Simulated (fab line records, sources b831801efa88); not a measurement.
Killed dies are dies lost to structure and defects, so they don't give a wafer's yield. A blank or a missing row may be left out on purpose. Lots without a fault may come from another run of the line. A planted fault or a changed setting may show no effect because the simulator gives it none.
One fault seen from 2 desks | flow sky130 | each desk has only its own numbers; what lay behind them comes last

THE METROLOGY DESK
What the gauges read, lot by lot, whatever tool the lot ran on: means of the sampled wafers that have a number. A lot is out of limits, marked OUT, if its mean lies more than 4 standard deviations from the usual mean; the brackets give that distance.
Columns: A = SONOS_ONO_CVD_02_THK at SKY_SONOS_ONO_THK_MEAS_03, usual 10.57 nm; B = LI_CONTACT_W_RS at SKY_LI_CONTACT_RS_MEAS_22, usual 0.287 ohm/sq
lot  | first seen here | A     | B
L197 | day 11 10:54    | 10.53 | 0.288
L198 | day 11 16:34    | 10.58 | 0.284
L200 | day 12 05:56    | 10.80 | 0.288
L201 | day 12 13:13    | 10.55 | 0.293
L203 | day 13 07:23    | 10.62 | 0.289
L204 | day 13 17:59    | 10.71 | 0.294
L205 | day 14 21:13    | 10.56 | 0.282
L207 | day 15 01:25    | 10.60 | 0.282
L208 | day 15 03:06    | 10.36 | 0.289
L209 | day 15 17:28    | 10.47 | 0.282
L210 | day 15 20:19    | 10.39 | 0.286
L219 | day 18 17:19    | 10.46 | 0.286
L220 | day 19 04:31    | 10.48 | 0.291
This desk's finding: nothing out of limits on any of the 13 lots.

THE TOOL OWNER'S DESK: litho_track-02
The tool's own readings at SKY_LDD_P_HMDS_01 (prime time 60 s): means of the sampled wafers that have a number, for each lot that ran on this tool. A lot is out of limits, marked OUT, if its mean lies more than 4 standard deviations from the usual mean; the brackets give that distance.
Columns: A = prime_temp_c at SKY_LDD_P_HMDS_01, usual 120.00 C
lot  | first seen here | A
L198 | day 18 06:03    | 119.99
L204 | day 20 21:57    | 120.11
L207 | day 22 12:23    | 120.07
L209 | day 23 00:44    | 119.82
L219 | day 26 02:33    | 118.42 (-12) OUT
L220 | day 26 16:50    | 118.26 (-13) OUT
This desk's finding: out of limits on L219, L220; first on L219, day 26 02:33 (prime_temp_c at SKY_LDD_P_HMDS_01). In limits: L198, L204, L207, L209.

PUT TOGETHER
The tool owner's desk could have raised an alarm at day 26 02:33, on L219, L220.
The metrology desk saw nothing out of limits.
The metrology desk has L219, L220 on record, within its limits.
Of the lots named, all ran SKY_LDD_P_HMDS_01 on litho_track-02.

WHAT THE SIMULATOR HAD PUT IN
Process parameter drift: litho_track-02, from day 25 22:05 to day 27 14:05, at SKY_LDD_P_HMDS_01. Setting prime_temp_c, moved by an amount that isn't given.
Lots struck among those shown: L219, L220.
Hours from the fault's start to each desk's first reading out of limits: the tool owner's desk, 4.
